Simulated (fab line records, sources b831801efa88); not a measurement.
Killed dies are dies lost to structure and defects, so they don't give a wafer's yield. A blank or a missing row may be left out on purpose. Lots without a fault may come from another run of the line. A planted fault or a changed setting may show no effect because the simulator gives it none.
Which tool did it? | flow sky130 | 13 lots, 39 wafers sampled, at 4 steps of a route of 708

WHAT THE GAUGES READ, wafer by wafer
SKY_METAL4_CD_MEAS_13: target cd 300 nm. Usual: cd_nm 300.0 nm, standard deviation 1.5.
lot  | measured     | on        | cd_nm (nm)        | flag
L632 | day 42 00:35 | cd_sem-02 | 302.3 301.8 302.7 |
L635 | day 42 16:31 | cd_sem-01 | 300.1 299.0 301.3 |
L636 | day 43 03:43 | cd_sem-02 | 302.0 302.5 303.5 |
L641 | day 44 19:58 | cd_sem-02 | 298.1 299.1 298.2 |
L642 | day 45 00:10 | cd_sem-02 | 300.3 299.8 300.8 |
L647 | day 46 03:40 | cd_sem-01 | 301.8 300.2 301.3 |
L649 | day 46 11:59 | cd_sem-02 | 301.8 300.7 300.5 |
L650 | day 46 18:32 | cd_sem-01 | 301.6 300.9 301.1 |
L651 | day 47 01:21 | cd_sem-01 | 300.8 301.0 301.9 |
L652 | day 47 13:00 | cd_sem-01 | 300.1 297.8 298.3 |
L653 | day 47 16:03 | cd_sem-02 | 297.3 298.5 297.1 |
L655 | day 47 17:11 | cd_sem-01 | 299.7 300.4 298.8 |
L654 | day 47 19:38 | cd_sem-02 | 299.9 298.5 298.9 |

SKY_VIA4_BOW_MEAS_03. Usual: VIA4_BOW 78 um, standard deviation 8.
lot  | measured     | on            | VIA4_BOW (um) | flag
L632 | day 42 02:15 | film_metro-02 | 75 82 74      |
L635 | day 42 18:07 | film_metro-01 | 77 85 75      |
L636 | day 43 05:30 | film_metro-01 | 68 85 75      |
L641 | day 44 21:37 | film_metro-01 | 73 81 84      |
L642 | day 45 02:07 | film_metro-03 | 79 64 71      |
L647 | day 46 05:17 | film_metro-01 | 70 70 65      |
L649 | day 46 13:37 | film_metro-02 | 92 66 77      |
L650 | day 46 20:21 | film_metro-01 | 83 81 82      |
L651 | day 47 03:00 | film_metro-03 | 60 75 71      |
L652 | day 47 14:37 | film_metro-02 | 67 77 97      |
L653 | day 47 17:40 | film_metro-01 | 79 70 64      |
L655 | day 47 18:48 | film_metro-03 | 66 72 70      |
L654 | day 47 21:16 | film_metro-02 | 80 72 87      |

SKY_VIA4_THK_MEAS_20: measures by xrf. Usual: VIA4_W_THK 513 nm, standard deviation 8.2.
lot  | measured     | on            | VIA4_W_THK (nm) | flag
L632 | day 43 01:54 | film_metro-01 | 518 523 517     |
L635 | day 43 17:50 | film_metro-01 | 530 530 529     |
L636 | day 44 05:08 | film_metro-03 | 521 515 517     |
L641 | day 45 19:02 | film_metro-03 | 500 504 498     |
L642 | day 46 00:11 | film_metro-02 | 513 522 522     |
L647 | day 47 01:52 | film_metro-02 | 504 499 498     |
L649 | day 47 10:45 | film_metro-01 | 515 515 515     |
L650 | day 47 16:43 | film_metro-01 | 513 512 506     |
L651 | day 47 23:43 | film_metro-01 | 516 511 521     |
L652 | day 48 11:19 | film_metro-02 | 517 509 514     |
L653 | day 48 14:20 | film_metro-02 | 523 506 514     |
L655 | day 48 14:56 | film_metro-03 | 502 506 506     |
L654 | day 48 17:32 | film_metro-01 | 514 524 514     |

WHICH TOOL RAN EACH LOT (tool, then ch and the chambers of the sampled wafers, then the start)
lot  | SKY_VIA1_CLEAN_18
L632 | wet_bench-01 ch 3, day 34 04:56
L635 | wet_bench-01 ch 0, day 34 23:33
L636 | wet_bench-01 ch 0, day 35 12:16
L641 | wet_bench-03 ch 0, day 37 10:55
L642 | wet_bench-01 ch 2, day 37 14:58
L647 | wet_bench-04 ch 1, day 39 00:01
L649 | wet_bench-04 ch 2, day 39 10:55
L650 | wet_bench-04 ch 3, day 39 17:24
L651 | wet_bench-03 ch 1, day 40 04:26
L652 | wet_bench-01 ch 0, day 40 16:48
L653 | wet_bench-01 ch 1, day 40 19:38
L655 | wet_bench-04 ch 3, day 40 22:02
L654 | wet_bench-01 ch 0, day 41 01:14
- SKY_VIA1_CLEAN_18: cleans in IPA, time 180 s.

WHAT THE TOOLS THEMSELVES READ (means of the sampled wafers that have a number; where no wafer has one, the mark that the record gives instead)
The record holds no such reading with a usual standard deviation.

THE ANSWER, worked out from the rows above alone
Rule: a lot is off if the mean of its wafers that have a number lies more than 3 standard deviations from the usual mean. A lot without any number at a reading at which 4 lots or more have one is off too. The other lots that the step has rows for count as sound. The gauges are gone through in route order, then the tools' own readings, and for those a lot's mean is taken as printed above. The first step at which some lot is off is used, and at that step the reading that is off furthest; a lot without a number counts as furthest.
No lot is off at any reading shown: from this, nothing can be told.

WHAT THE SIMULATOR HAD PUT IN
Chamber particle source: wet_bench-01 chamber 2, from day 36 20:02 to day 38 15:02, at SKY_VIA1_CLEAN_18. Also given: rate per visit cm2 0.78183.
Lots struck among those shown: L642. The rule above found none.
